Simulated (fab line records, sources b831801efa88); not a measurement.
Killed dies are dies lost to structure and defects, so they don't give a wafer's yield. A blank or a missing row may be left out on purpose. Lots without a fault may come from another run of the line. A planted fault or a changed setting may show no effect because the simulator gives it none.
fab line records | flow gf180mcu
record lots=5 wafers=15 last_day=34
route steps=602 shown V4@477 MIM@503
lots that met no fault: from a run of the same line without faults
start_h: hours from the record's first day to the start of the lot's first wafer shown | wait_h: hours since the lot's step before | " the same as in the row above | L1.1+2: a row that stands for several wafers | - no value, or no start given | * or withheld: withheld | < > ~ a bound
route shown NAME@n: a module of which the file shows steps, and the number in the route of the first | usual: mean/standard deviation of fault-free wafers | same: alike in all rows | chamber/n: place in a boat | sites: the reading at each site | _std_site: their standard deviation | _edge_site: outer sites' mean less inner sites' | radius_mm: how far each site lies from the wafer's centre | mask NAME#n: copy n | behind: the tool/chamber that last shaped the wafer | hold: why the lot was held/for how many hours/how that ended | device: the transistor (n, p or np) that didn't switch | end of line: the same wafers' tests at the end of the route | a step without rows: its recipe alone | killed: dies lost to structure and defects at the first sort, not the wafer's yield | map: a wafer's dies, x killed, . not, _ none there
set.NAME: the setting as run; set.NAME@STEP: as run at that earlier step | model.NAME: the simulator's own value behind a step, which no gauge read
lots at some steps of the route; a table a step, a row a wafer
services: from which hour (start_h, from the record's first day; less than 0 if before it) a tool's chamber was out of use, for how many hours, and why
## steps
# step GF_V4_THK_MEAS_01
# recipe reads=SiO2_of_V4_CVD_00
# usual V4_CVD_00_THK=601/6.1
# columns lot.wafer tool chamber start_h wait_h V4_CVD_00_THK[nm]
L075.2 film_metro-03 - 547.25 0.0 596
L075.4 " - " " 600
L075.5 " - " " 588
L080.2 film_metro-02 - 590.45 0.0 594
L080.5 " - " " 599
L080.6 " - " " 596
L084.2 film_metro-02 - 623.10 0.0 609
L084.5 " - " " 611
L084.6 " - " " 610
L092.1 film_metro-04 - 681.78 0.0 605
L092.3 " - " " 608
L092.4 " - " " 596
L095.1 film_metro-03 - 699.78 0.0 596
L095.3 " - " " 604
L095.5 " - " " 601
# step GF_V4_CVD_02
# recipe material=SiO2 target_thk_nm=850 precursor=TEOS temp_c=400 time_s=94.851 rf_w=600
# usual heater_power_w=647/120
# columns lot.wafer tool chamber start_h wait_h heater_power_w
L075.2 pecvd-02 0 547.30 0.0 743
L075.4 " 2 " " 669
L075.5 " 0 " " 778
L080.2 pecvd-02 1 590.50 0.0 679
L080.5 " 2 " " 683
L080.6 " 1 " " 747
L084.2 pecvd-03 2 623.15 0.0 492
L084.5 " 2 " " 507
L084.6 " 1 " " 542
L092.1 pecvd-02 2 681.84 0.1 704
L092.3 " 1 " " 712
L092.4 " 2 " " 564
L095.1 pecvd-02 0 699.84 0.1 775
L095.3 " 1 " " 654
L095.5 " 1 " " 706
# step GF_V4_THK_MEAS_03
# recipe reads=SiO2_of_V4_CVD_02
# usual V4_CVD_02_THK=852/10
# columns lot.wafer tool chamber start_h wait_h V4_CVD_02_THK[nm]
L075.2 film_metro-04 - 547.38 0.0 846
L075.4 " - " " 865
L075.5 " - " " 869
L080.2 film_metro-04 - 590.58 0.0 844
L080.5 " - " " 852
L080.6 " - " " 862
L084.2 film_metro-02 - 623.23 0.0 850
L084.5 " - " " 855
L084.6 " - " " 859
L092.1 film_metro-03 - 681.91 0.0 839
L092.3 " - " " 849
L092.4 " - " " 862
L095.1 film_metro-04 - 699.91 0.0 854
L095.3 " - " " 836
L095.5 " - " " 850
# step GF_V4_CMP_04
# recipe material=SiO2 down_force_psi=4 platen_rpm=60 pad_velocity_m_s=0.94248
# usual motor_current_A=12.3/1.1 platen_rpm=60.00/0.039 retaining_ring_pressure_frac=1.000/0.0046 slurry_flow_ml_min=150.0/0.48 time_to_endpoint_s=82/4.1
# columns lot.wafer tool chamber start_h wait_h motor_current_A platen_rpm retaining_ring_pressure_frac slurry_flow_ml_min time_to_endpoint_s
L075.2 cmp-01 2 547.43 0.0 13.9 59.93 1.005 150.1 77
L075.4 " 0 " " 12.4 60.00 1.003 150.3 87
L075.5 " 2 " " 14.1 59.99 0.998 150.6 86
L080.2 cmp-02 2 590.73 0.1 12.8 60.03 1.000 150.0 77
L080.6 " 0 " " 10.7 60.03 1.001 149.8 88
L080.5 " 1 " " 13.1 60.04 1.000 150.3 79
L084.2 cmp-01 0 623.28 0.0 11.7 59.98 1.002 149.8 87
L084.6 " 0 " " 12.0 60.03 0.997 149.9 83
L084.5 " 1 " " 12.3 60.02 1.004 150.1 84
L092.4 cmp-02 1 681.97 0.0 12.8 59.95 0.998 149.0 85
L092.3 " 2 " " 13.5 59.95 1.007 150.3 79
L092.1 " 0 " " 11.0 59.96 1.000 150.2 79
L095.1 cmp-02 2 699.97 0.1 12.7 60.02 0.996 150.9 81
L095.3 " 3 " " 12.1 60.03 0.997 150.4 77
L095.5 " 2 " " 13.1 59.99 0.998 150.1 82
# step GF_V4_BOW_MEAS_05
# recipe mode=bow
# usual V4_BOW=136/9.1
# columns lot.wafer tool chamber start_h wait_h V4_BOW[um]
L075.2 film_metro-04 - 547.75 0.3 133
L075.4 " - " " 139
L075.5 " - " " 139
L080.2 film_metro-03 - 590.95 0.2 151
L080.5 " - " " 147
L080.6 " - " " 138
L084.2 film_metro-03 - 623.60 0.3 142
L084.5 " - " " 149
L084.6 " - " " 142
L092.1 film_metro-02 - 682.27 0.1 119
L092.3 " - " " 128
L092.4 " - " " 127
L095.1 film_metro-03 - 700.27 0.2 128
L095.3 " - " " 141
L095.5 " - " " 136
# step GF_V4_DEHYDRATE_06
# recipe temp_c=200 time_s=60
# columns lot.wafer tool chamber start_h wait_h
L075.2+4+5 litho_track-04 0 558.28 10.5
L080.2+5+6 litho_track-01 0 600.64 9.7
L084.2+5+6 litho_track-01 0 633.49 9.9
L092.1+3+4 litho_track-03 0 690.47 8.2
L095.1+3+5 litho_track-03 0 708.57 8.3
# step GF_V4_HMDS_07
# recipe prime_time_s=60 prime_temp_c=120
# columns lot.wafer tool chamber start_h wait_h
L075.2+4+5 litho_track-04 0 558.43 0.1
L080.2+5+6 litho_track-01 0 600.79 0.1
L084.2+5+6 litho_track-01 0 633.64 0.1
L092.1+3+4 litho_track-03 0 690.62 0.1
L095.1+3+5 litho_track-03 0 708.72 0.1
# step GF_V4_COAT_08
# recipe resist=BARC temp_c=withheld time_s=withheld spin_rpm=withheld resist_thk_nm=withheld
# columns lot.wafer tool chamber start_h wait_h
L075.2+4+5 litho_track-04 0 558.58 0.1
L080.2+5+6 litho_track-01 0 600.94 0.1
L084.2+5+6 litho_track-01 0 633.79 0.1
L092.1+3+4 litho_track-03 0 690.77 0.1
L095.1+3+5 litho_track-03 0 708.87 0.1
# step GF_V4_COAT_09
# recipe resist=KrF spin_rpm=withheld resist_thk_nm=1000
# columns lot.wafer tool chamber start_h wait_h
L075.2+4+5 litho_track-04 0 - -
L080.2+5+6 litho_track-01 0 - -
L084.2+5+6 litho_track-01 0 - -
L092.1+3+4 litho_track-03 0 - -
L095.1+3+5 litho_track-03 0 - -
# step GF_V4_SOFTBAKE_10
# recipe temp_c=130 time_s=60 resist=KrF
# columns lot.wafer tool chamber start_h wait_h
L075.2+4+5 litho_track-04 0 - -
L080.2+5+6 litho_track-01 0 - -
L084.2+5+6 litho_track-01 0 - -
L092.1+3+4 litho_track-03 0 - -
L095.1+3+5 litho_track-03 0 - -
# step GF_V4_EXPOSE_11
# recipe mask_id=Via4 target_cd_nm=260 na=0.68 source_shape=conventional sigma_outer=0.6 dose_mj=38
# columns lot.wafer tool chamber start_h wait_h mask
L075.2+4+5 krf_scanner-01 0 - - Via4#0
L080.2+5+6 krf_scanner-01 0 - - Via4#0
L084.2+5+6 krf_scanner-02 0 - - Via4#0
L092.1+3+4 krf_scanner-02 0 - - Via4#0
L095.1+3+5 krf_scanner-01 0 - - Via4#0
# step GF_V4_PEB_12
# recipe peb_temp_c=135 peb_time_s=90 resist=KrF
# columns lot.wafer tool chamber start_h wait_h
L075.2+4+5 litho_track-04 0 - -
L080.2+5+6 litho_track-03 0 - -
L084.2+5+6 litho_track-03 0 - -
L092.1+3+4 litho_track-03 0 - -
L095.1+3+5 litho_track-04 0 - -
# step GF_V4_DEVELOP_13
# recipe develop_time_s=60 resist=KrF dev_temp_c=21
# columns lot.wafer tool chamber start_h wait_h
L075.2+4+5 litho_track-04 0 570.43 0.2
L080.2+5+6 litho_track-03 0 611.75 0.2
L084.2+5+6 litho_track-03 0 643.65 0.2
L092.1+3+4 litho_track-03 0 700.72 0.2
L095.1+3+5 litho_track-04 0 718.30 0.2
# step GF_V4_CD_MEAS_14
# recipe target_cd_nm=260
# usual cd_nm=260.0/1.1
# columns lot.wafer tool chamber start_h wait_h cd_nm
L075.2 cd_sem-01 - 570.58 0.1 259.9
L075.4 " - " " 260.3
L075.5 " - " " 259.6
L080.2 cd_sem-01 - 611.89 0.1 257.4
L080.5 " - " " 257.0
L080.6 " - " " 257.6
L084.2 cd_sem-01 - 643.79 0.1 260.1
L084.5 " - " " 259.4
L084.6 " - " " 259.8
L092.1 cd_sem-02 - 700.87 0.1 260.1
L092.3 " - " " 259.0
L092.4 " - " " 260.0
L095.1 cd_sem-02 - 718.45 0.1 258.8
L095.3 " - " " 261.4
L095.5 " - " " 259.5
# step GF_V4_OVL_MEAS_15
# usual V4_OVL=0/4.5
# columns lot.wafer tool chamber start_h wait_h V4_OVL[nm]
L075.2 overlay-02 - 570.68 0.1 0
L075.4 " - " " 4
L075.5 " - " " -2
L080.2 overlay-01 - 612.00 0.1 10
L080.5 " - " " 4
L080.6 " - " " 8
L084.2 overlay-02 - 643.90 0.1 -4
L084.5 " - " " 3
L084.6 " - " " -2
L092.1 overlay-01 - 700.99 0.1 -12
L092.3 " - " " -7
L092.4 " - " " -7
L095.1 overlay-01 - 718.57 0.1 -7
L095.3 " - " " -1
L095.5 " - " " -8
# step GF_V4_ETCH_16
# recipe chemistry=N2/H2 target_depth_a=withheld overetch_a=withheld time_s=withheld target=BARC ion_energy_ev=200 source_w=500 bias_w=100 pressure_mtorr=30 n2_flow_sccm=100 h2_flow_sccm=200
# usual bias_w=100.00/0.29 drypump_motor_current_A=5.7/0.52 oes_product_au=0.854/0.0047 throttle_valve_pct=13.224/0.0083
# columns lot.wafer tool chamber start_h wait_h bias_w drypump_motor_current_A oes_product_au throttle_valve_pct
L075.2 rie_diel-04 3 570.71 0.0 99.80 5.1 0.855 13.224
L075.4 " 1 " " 100.10 5.0 0.848 13.231
L075.5 " 2 " " 99.65 6.1 0.847 13.215
L080.2 rie_diel-01 2 612.03 0.0 100.07 6.2 0.853 13.224
L080.5 " 1 " " 99.52 5.9 0.859 13.221
L080.6 " 2 " " 100.21 6.2 0.853 13.226
L084.2 rie_diel-01 0 643.93 0.0 99.51 5.4 0.853 13.221
L084.5 " 0 " " 100.14 5.4 0.858 13.217
L084.6 " 3 " " 99.73 6.5 0.854 13.220
L092.1 rie_diel-01 3 701.03 0.0 99.75 6.5 0.853 13.214
L092.3 " 1 " " 99.66 5.8 0.848 13.212
L092.4 " 3 " " 100.24 6.5 0.851 13.223
L095.1 rie_diel-04 3 718.61 0.0 100.29 5.1 0.857 13.230
L095.3 " 0 " " 100.58 6.2 0.858 13.228
L095.5 " 0 " " 99.74 6.2 0.849 13.215
# step GF_V4_ETCH_17
# recipe chemistry=C4F8/O2/Ar mask_material=KrF target=SiO2 stop_on=TiN source_w=1500 bias_w=1200 pressure_mtorr=40 c4f8_flow_sccm=withheld O2_flow_sccm=6 Ar_flow_sccm=300 time_s=withheld target_depth_a=6300
# usual bias_w=1200/3.8 oes_product_au=0.856/0.0048
# columns lot.wafer tool chamber start_h wait_h bias_w oes_product_au
L075.2 rie_diel-04 3 - - 1204 0.859
L075.4 " 1 " " 1200 0.850
L075.5 " 2 " " 1205 0.852
L080.2 rie_diel-01 2 - - 1197 0.852
L080.5 " 1 " " 1197 0.860
L080.6 " 2 " " 1198 0.859
L084.2 rie_diel-01 0 - - 1206 0.855
L084.5 " 0 " " 1197 0.852
L084.6 " 3 " " 1194 0.850
L092.1 rie_diel-01 3 - - 1197 0.858
L092.3 " 1 " " 1196 0.854
L092.4 " 3 " " 1205 0.859
L095.1 rie_diel-04 3 - - 1204 0.859
L095.3 " 0 " " 1199 0.863
L095.5 " 0 " " 1200 0.853
# step GF_V4_STRIP_18
# recipe chemistry=O2/N2 power_w=1400 pressure_mtorr=1500 platen_temp_c=250 o2_flow_sccm=3000 n2_flow_sccm=300 overash_fraction=0.5
# usual drypump_motor_current_A=5.9/0.49 heater_power_w=333/31 oes_product_au=0.593/0.0049
# columns lot.wafer tool chamber start_h wait_h drypump_motor_current_A heater_power_w oes_product_au rf_hours_counter_h
L075.2 plasma_asher-02 1 570.84 - 5.9 332 0.588 14
L075.4 " 0 " " 5.7 379 0.599 -
L075.5 " 0 " " 5.7 380 0.597 -
L080.2 plasma_asher-03 1 612.16 - 6.6 365 0.598 55
L080.5 " 0 " " 6.6 316 0.592 -
L080.6 " 1 " " 6.6 364 0.603 -
L084.2 plasma_asher-03 0 644.06 - 6.6 321 0.596 58
L084.5 " 0 " " 6.6 310 0.585 -
L084.6 " 1 " " 6.6 367 0.588 -
L092.1 plasma_asher-03 0 701.16 - 6.6 316 0.599 65
L092.3 " 1 " " 6.6 345 0.585 -
L092.4 " 0 " " 6.6 313 0.593 -
L095.1 plasma_asher-02 1 718.74 - 5.9 324 0.596 27
L095.3 " 0 " " 5.7 383 0.598 -
L095.5 " 1 " " 5.9 323 0.591 -
# step GF_V4_STRIP_19
# recipe chemistry=post_etch_residue_remover time_s=1200 temp_c=72.5
# columns lot.wafer tool chamber start_h wait_h
L075.2+4+5 wet_bench-04 3 570.94 0.1
L080.2+5+6 wet_bench-02 1 612.26 0.1
L084.2+5+6 wet_bench-02 3 644.16 0.1
L092.1+3+4 wet_bench-04 1 701.26 0.1
L095.1+3+5 wet_bench-04 3 718.84 0.1
# step GF_V4_CLEAN_20
# recipe chemistry=DIW dry=n2_spin
# columns lot.wafer tool chamber start_h wait_h
L075.2+4+5 wet_bench-02 0 571.62 0.0
L080.2+5+6 wet_bench-01 2 612.60 0.0
L084.2+5+6 wet_bench-04 3 644.53 0.0
L092.1+3+4 wet_bench-01 3 701.60 0.0
L095.1+3+5 wet_bench-04 2 719.18 0.0
# step GF_V4_SPUTTER_21
# recipe material=Ti target_thk_nm=15 chamber_pressure_pa=5 power_w=2500 substrate_temp_c=200 time_s=80.02
# usual chamber_pressure_pa=4.999/0.0094 throttle_valve_pct=29.9/0.68
# columns lot.wafer tool chamber start_h wait_h chamber_pressure_pa throttle_valve_pct
L075.2 pvd_sputter-02 - 571.72 0.0 5.002 30.6
L075.4 " - " " 5.022 30.3
L075.5 " - " " 4.996 30.5
L080.2 pvd_sputter-02 - 612.69 0.0 4.985 28.1
L080.5 " - " " 5.009 30.2
L080.6 " - " " 5.013 30.3
L084.2 pvd_sputter-03 - 644.62 0.0 4.984 29.7
L084.5 " - " " 4.982 30.2
L084.6 " - " " 5.000 29.5
L092.1 pvd_sputter-02 - 701.69 0.0 4.985 28.3
L092.3 " - " " 4.994 29.8
L092.4 " - " " 5.003 30.0
L095.1 pvd_sputter-04 - 719.27 0.0 4.983 29.9
L095.3 " - " " 5.009 30.3
L095.5 " - " " 4.996 30.4
# step GF_V4_SPUTTER_22
# recipe material=TiN target_thk_nm=10 chamber_pressure_pa=5 power_w=4000 time_s=40
# usual chamber_pressure_pa=4.999/0.0092 throttle_valve_pct=29.9/0.67
# columns lot.wafer tool chamber start_h wait_h chamber_pressure_pa throttle_valve_pct
L075.2 pvd_sputter-02 - 571.78 0.0 5.009 30.6
L075.4 " - " " 5.004 30.3
L075.5 " - " " 4.992 30.6
L080.2 pvd_sputter-02 - 612.75 0.0 4.993 28.5
L080.5 " - " " 5.008 30.0
L080.6 " - " " 5.008 30.1
L084.2 pvd_sputter-03 - 644.68 0.0 5.003 29.3
L084.5 " - " " 4.987 29.9
L084.6 " - " " 5.022 29.6
L092.1 pvd_sputter-02 - 701.75 0.0 5.004 28.5
L092.3 " - " " 5.002 30.1
L092.4 " - " " 4.997 29.8
L095.1 pvd_sputter-04 - 719.33 0.0 5.005 29.7
L095.3 " - " " 5.007 30.3
L095.5 " - " " 4.996 30.4
# step GF_V4_CVD_23
# recipe material=W target_thk_nm=350 time_s=104.9 temp_c=400 pressure_torr=40
# usual heater_power_w=835/46
# columns lot.wafer tool chamber start_h wait_h heater_power_w
L075.2 cvd_w-02 1 571.82 0.0 822
L075.4 " 0 " " 763
L075.5 " 0 " " 789
L080.2 cvd_w-01 1 612.79 0.0 867
L080.5 " 0 " " 875
L080.6 " 1 " " 862
L084.2 cvd_w-01 1 644.72 0.0 863
L084.5 " 1 " " 860
L084.6 " 0 " " 892
L092.1 cvd_w-02 0 701.79 0.0 751
L092.3 " 1 " " 835
L092.4 " 0 " " 781
L095.1 cvd_w-02 0 719.37 0.0 760
L095.3 " 0 " " 766
L095.5 " 1 " " 806
# step GF_V4_RS_MEAS_24
# recipe thk_meas_gauge=four-point-probe reads=W_of_V4_CVD_23+TiN_of_V4_SPUTTER_22+Ti_of_V4_SPUTTER_21
# usual V4_W_RS=0.329/0.0035
# columns lot.wafer tool chamber start_h wait_h V4_W_RS[ohm/sq]
L075.2 film_metro-03 - 571.95 0.1 0.330
L075.4 " - " " 0.332
L075.5 " - " " 0.329
L080.2 film_metro-03 - 612.92 0.1 0.336
L080.5 " - " " 0.335
L080.6 " - " " 0.336
L084.2 film_metro-02 - 644.86 0.1 0.329
L084.5 " - " " 0.328
L084.6 " - " " 0.332
L092.1 film_metro-02 - 701.90 0.1 0.327
L092.3 " - " " 0.331
L092.4 " - " " 0.329
L095.1 film_metro-03 - 719.48 0.1 0.327
L095.3 " - " " 0.330
L095.5 " - " " 0.324
# step GF_V4_THK_MEAS_25
# recipe thk_meas_gauge=xrf reads=W_of_V4_CVD_23
# usual V4_W_THK=345/3.9
# columns lot.wafer tool chamber start_h wait_h V4_W_THK[nm]
L075.2 film_metro-03 - 572.06 0.1 345
L075.4 " - " " 342
L075.5 " - " " 345
L080.2 film_metro-03 - 613.03 0.1 340
L080.5 " - " " 342
L080.6 " - " " 343
L084.2 film_metro-02 - 644.97 0.1 349
L084.5 " - " " 351
L084.6 " - " " 348
L092.1 film_metro-02 - 702.02 0.1 346
L092.3 " - " " 348
L092.4 " - " " 349
L095.1 film_metro-03 - 719.60 0.1 345
L095.3 " - " " 341
L095.5 " - " " 343
# step GF_V4_CMP_26
# recipe stop_on=SiO2 down_force_psi=3.5 platen_rpm=60 t_overpolish_s=15 target_thk_nm=0 pad_velocity_m_s=0.94248
# usual motor_current_A=11.1/1 overpolish_run_s=14.999/0.0092 platen_rpm=60.00/0.04 retaining_ring_pressure_frac=1.000/0.0052 slurry_flow_ml_min=150.0/0.49 time_to_endpoint_s=85.7/2.6
# columns lot.wafer tool chamber start_h wait_h motor_current_A overpolish_run_s platen_rpm retaining_ring_pressure_frac slurry_flow_ml_min time_to_endpoint_s
L075.2 cmp-01 2 572.16 0.1 12.2 14.992 60.03 1.012 149.2 86.0
L075.4 " 0 " " 11.1 14.981 60.02 0.993 149.7 84.4
L075.5 " 1 " " 11.1 14.983 59.99 1.004 149.9 85.0
L080.2 cmp-01 3 613.23 0.2 9.2 15.020 60.03 0.996 149.9 83.5
L080.5 " 0 " " 11.2 14.993 59.98 1.012 150.7 85.2
L080.6 " 1 " " 10.9 15.002 60.00 0.999 148.8 80.4
L084.2 cmp-01 3 645.17 0.2 9.9 15.003 60.05 1.007 149.9 83.3
L084.5 " 0 " " 10.7 14.991 59.99 1.000 149.4 88.7
L084.6 " 1 " " 11.0 15.006 60.01 0.999 150.7 84.6
L092.1 cmp-02 1 702.13 0.1 11.7 14.995 60.00 1.000 149.0 86.0
L092.4 " 2 " " 11.9 15.018 60.01 0.997 150.2 81.6
L092.3 " 3 " " 11.3 14.999 59.94 0.997 150.0 84.8
L095.1 cmp-02 2 719.66 0.1 12.7 14.979 59.97 1.005 151.0 88.3
L095.3 " 1 " " 11.3 15.010 60.07 1.013 149.6 86.4
L095.5 " 2 " " 11.8 14.982 59.96 0.994 150.3 85.4
# step GF_MIM_SPUTTER_00
# recipe material=Ti target_thk_nm=37.5 arriving_ion_energy_ev=80 substrate_temp_c=200 chamber_pressure_pa=2 power_w=4000 time_s=150
# usual chamber_pressure_pa=2.000/0.0043 throttle_valve_pct=29.8/0.8
# columns lot.wafer tool chamber start_h wait_h chamber_pressure_pa throttle_valve_pct
L075.2 pvd_sputter-03 - 572.41 0.2 1.998 29.7
L075.4 " - " " 1.998 29.4
L075.5 " - " " 1.995 30.0
L080.2 pvd_sputter-01 - 613.38 0.1 2.001 29.0
L080.5 " - " " 1.999 28.8
L080.6 " - " " 1.998 29.3
L084.2 pvd_sputter-03 - 645.32 0.1 2.002 30.0
L084.5 " - " " 2.005 29.5
L084.6 " - " " 2.004 30.0
L092.1 pvd_sputter-01 - 702.38 0.2 2.007 31.0
L092.3 " - " " 2.010 28.8
L092.4 " - " " 1.996 29.3
L095.1 pvd_sputter-03 - 719.96 0.2 2.004 29.1
L095.3 " - " " 2.002 29.7
L095.5 " - " " 1.994 29.8
# step GF_MIM_SPUTTER_01
# recipe material=TiN target_thk_nm=30 power_w=6500 time_s=25 chamber_pressure_pa=0.4
# usual chamber_pressure_pa=0.4000/0.00076 throttle_valve_pct=29.7/0.82
# columns lot.wafer tool chamber start_h wait_h chamber_pressure_pa throttle_valve_pct
L075.2 pvd_sputter-03 - 572.51 0.1 0.3995 29.1
L075.4 " - " " 0.4008 29.4
L075.5 " - " " 0.3987 29.8
L080.2 pvd_sputter-01 - 613.48 0.1 0.3999 29.6
L080.5 " - " " 0.4004 28.6
L080.6 " - " " 0.4004 29.3
L084.2 pvd_sputter-03 - 645.42 0.1 0.3990 30.1
L084.5 " - " " 0.3989 29.2
L084.6 " - " " 0.4003 30.1
L092.1 pvd_sputter-01 - 702.48 0.1 0.3994 31.3
L092.3 " - " " 0.4006 29.0
L092.4 " - " " 0.4002 29.3
L095.1 pvd_sputter-03 - 720.06 0.1 0.3996 29.2
L095.3 " - " " 0.3996 30.1
L095.5 " - " " 0.3993 30.0
# step GF_MIM_SPUTTER_02
# recipe material=AlCu target_thk_nm=450 power_w=10600 time_s=23.9 chamber_pressure_pa=0.4
# usual chamber_pressure_pa=0.4001/0.00078 throttle_valve_pct=29.7/0.8
# columns lot.wafer tool chamber start_h wait_h chamber_pressure_pa throttle_valve_pct
L075.2 pvd_sputter-03 - 572.54 0.0 0.4006 29.6
L075.4 " - " " 0.4000 29.2
L075.5 " - " " 0.4005 29.6
L080.2 pvd_sputter-01 - 613.52 0.0 0.3989 29.2
L080.5 " - " " 0.4026 28.8
L080.6 " - " " 0.4005 29.7
L084.2 pvd_sputter-03 - 645.45 0.0 0.4005 30.2
L084.5 " - " " 0.4012 29.4
L084.6 " - " " 0.4011 30.1
L092.1 pvd_sputter-01 - 702.51 0.0 0.3991 31.2
L092.3 " - " " 0.4005 28.5
L092.4 " - " " 0.3995 29.5
L095.1 pvd_sputter-03 - 720.10 0.0 0.3993 29.5
L095.3 " - " " 0.4003 29.8
L095.5 " - " " 0.3993 30.1
# step GF_MIM_SPUTTER_03
# recipe material=Ti target_thk_nm=10 substrate_temp_c=300 chamber_pressure_pa=0.3 power_w=3000 time_s=6.7
# usual chamber_pressure_pa=0.3001/0.00062 throttle_valve_pct=29.8/0.82
# columns lot.wafer tool chamber start_h wait_h chamber_pressure_pa throttle_valve_pct
L075.2 pvd_sputter-03 - 572.57 0.0 0.3003 29.4
L075.4 " - " " 0.2998 29.4
L075.5 " - " " 0.2995 29.9
L080.2 pvd_sputter-01 - 613.55 0.0 0.2994 29.4
L080.5 " - " " 0.3000 28.7
L080.6 " - " " 0.2995 29.5
L084.2 pvd_sputter-03 - 645.48 0.0 0.3007 30.2
L084.5 " - " " 0.3009 29.6
L084.6 " - " " 0.3006 29.9
L092.1 pvd_sputter-01 - 702.54 0.0 0.2993 31.3
L092.3 " - " " 0.3007 28.8
L092.4 " - " " 0.3008 29.2
L095.1 pvd_sputter-03 - 720.13 0.0 0.2997 29.6
L095.3 " - " " 0.2994 29.9
L095.5 " - " " 0.3005 30.3
# step GF_MIM_SPUTTER_04
# recipe material=TiN target_thk_nm=50 power_w=6500 time_s=41.7 chamber_pressure_pa=0.4
# usual chamber_pressure_pa=0.4000/0.00084 throttle_valve_pct=29.8/0.8
# columns lot.wafer tool chamber start_h wait_h chamber_pressure_pa throttle_valve_pct
L075.2 pvd_sputter-03 - 572.59 0.0 0.3994 29.7
L075.4 " - " " 0.3997 29.4
L075.5 " - " " 0.3996 29.9
L080.2 pvd_sputter-01 - 613.57 0.0 0.4012 29.3
L080.5 " - " " 0.3991 28.4
L080.6 " - " " 0.3998 29.5
L084.2 pvd_sputter-03 - 645.50 0.0 0.3995 29.9
L084.5 " - " " 0.4005 29.3
L084.6 " - " " 0.4003 30.3
L092.1 pvd_sputter-01 - 702.56 0.0 0.3996 31.2
L092.3 " - " " 0.4018 28.7
L092.4 " - " " 0.4012 29.5
L095.1 pvd_sputter-03 - 720.15 0.0 0.4009 29.2
L095.3 " - " " 0.4000 29.9
L095.5 " - " " 0.4002 30.3
# step GF_MIM_CVD_05
# recipe material=Si3N4 target_thk_nm=42 temp_max_c=400 temp_c=385 time_s=29.086 rf_w=450
# usual heater_power_w=615/100
# columns lot.wafer tool chamber start_h wait_h heater_power_w
L075.2 pecvd-03 1 572.63 0.0 555
L075.4 " 0 " " 624
L075.5 " 2 " " 453
L080.2 pecvd-04 1 613.61 0.0 601
L080.5 " 1 " " 601
L080.6 " 0 " " 793
L084.2 pecvd-04 0 645.54 0.0 804
L084.5 " 1 " " 523
L084.6 " 0 " " 781
L092.1 pecvd-02 1 702.60 0.0 592
L092.3 " 2 " " 680
L092.4 " 1 " " 603
L095.1 pecvd-03 2 720.19 0.0 515
L095.3 " 1 " " 502
L095.5 " 1 " " 510
# step GF_MIM_THK_MEAS_06
# recipe reads=Si3N4_of_MIM_CVD_05
# usual MIM_CVD_05_THK=42.3/0.5
# columns lot.wafer tool chamber start_h wait_h MIM_CVD_05_THK[nm]
L075.2 film_metro-01 - 572.67 0.0 41.4
L075.4 " - " " 42.4
L075.5 " - " " 43.2
L080.2 film_metro-02 - 613.65 0.0 42.0
L080.5 " - " " 42.4
L080.6 " - " " 42.6
L084.2 film_metro-03 - 645.58 0.0 41.8
L084.5 " - " " 42.3
L084.6 " - " " 42.1
L092.1 film_metro-03 - 702.64 0.0 41.7
L092.3 " - " " 41.7
L092.4 " - " " 42.7
L095.1 film_metro-01 - 720.22 0.0 42.2
L095.3 " - " " 41.9
L095.5 " - " " 42.8
# step GF_MIM_SPUTTER_07
# recipe material=TiN target_thk_nm=60 power_w=6500 time_s=50 chamber_pressure_pa=0.4
# usual chamber_pressure_pa=0.4001/0.00086 throttle_valve_pct=30.0/0.74
# columns lot.wafer tool chamber start_h wait_h chamber_pressure_pa throttle_valve_pct
L075.2 pvd_sputter-03 - 572.72 0.0 0.4010 29.7
L075.4 " - " " 0.3996 29.7
L075.5 " - " " 0.4012 29.9
L080.2 pvd_sputter-04 - 613.70 0.0 0.3978 31.4
L080.5 " - " " 0.4002 30.3
L080.6 " - " " 0.4001 29.6
L084.2 pvd_sputter-04 - 645.63 0.0 0.4013 30.0
L084.5 " - " " 0.3998 29.6
L084.6 " - " " 0.4008 31.4
L092.1 pvd_sputter-04 - 702.70 0.1 0.3992 31.1
L092.3 " - " " 0.4002 29.9
L092.4 " - " " 0.4006 29.9
L095.1 pvd_sputter-04 - 720.28 0.1 0.3999 29.8
L095.3 " - " " 0.4002 29.3
L095.5 " - " " 0.4011 31.3
# step GF_MIM_SPUTTER_08
# recipe material=AlCu target_thk_nm=200 power_w=10600 time_s=10.6 chamber_pressure_pa=0.4
# usual chamber_pressure_pa=0.3999/0.0008 throttle_valve_pct=30.0/0.72
# columns lot.wafer tool chamber start_h wait_h chamber_pressure_pa throttle_valve_pct
L075.2 pvd_sputter-03 - 572.77 0.0 0.4006 29.5
L075.4 " - " " 0.4007 29.4
L075.5 " - " " 0.4003 29.9
L080.2 pvd_sputter-04 - 613.74 0.0 0.4009 31.3
L080.5 " - " " 0.3994 30.3
L080.6 " - " " 0.4001 29.6
L084.2 pvd_sputter-04 - 645.67 0.0 0.4000 30.0
L084.5 " - " " 0.3999 29.7
L084.6 " - " " 0.4009 31.4
L092.1 pvd_sputter-04 - 702.74 0.0 0.4007 31.3
L092.3 " - " " 0.3996 29.8
L092.4 " - " " 0.3989 29.5
L095.1 pvd_sputter-04 - 720.32 0.0 0.3993 30.1
L095.3 " - " " 0.3998 29.2
L095.5 " - " " 0.4010 31.4
## services
# columns tool chamber start_h hours kind
pvd_sputter-02 - 529.19 1.9 repair
rie_diel-01 0 535.43 4.5 repair
pvd_sputter-04 - 546.42 4.4 repair
cmp-02 - 557.37 0.5 repair
pvd_sputter-04 - 567.73 5.6 repair
pvd_sputter-03 - 571.17 1.1 repair
cmp-02 - 572.13 4.0 pm
cmp-02 - 576.13 14.3 pm
pvd_sputter-03 - 584.68 3.8 repair
cmp-02 - 593.28 1.7 repair
cmp-02 - 597.85 2.4 repair
rie_diel-04 1 608.77 3.3 repair
rie_diel-04 3 610.34 2.7 repair
cmp-01 - 628.39 0.4 repair
pecvd-02 - 642.96 14.6 pm
rie_diel-01 - 645.28 0.4 repair
pvd_sputter-02 - 648.72 4.1 repair
pvd_sputter-01 - 652.78 1.7 repair
pvd_sputter-01 - 653.02 34.4 repair
pvd_sputter-04 - 665.37 3.4 repair
cmp-02 - 672.23 1.0 repair
wet_bench-04 - 688.49 2.8 repair
pecvd-02 - 692.36 1.4 repair
rie_diel-01 0 697.16 8.0 repair
## key
fault none
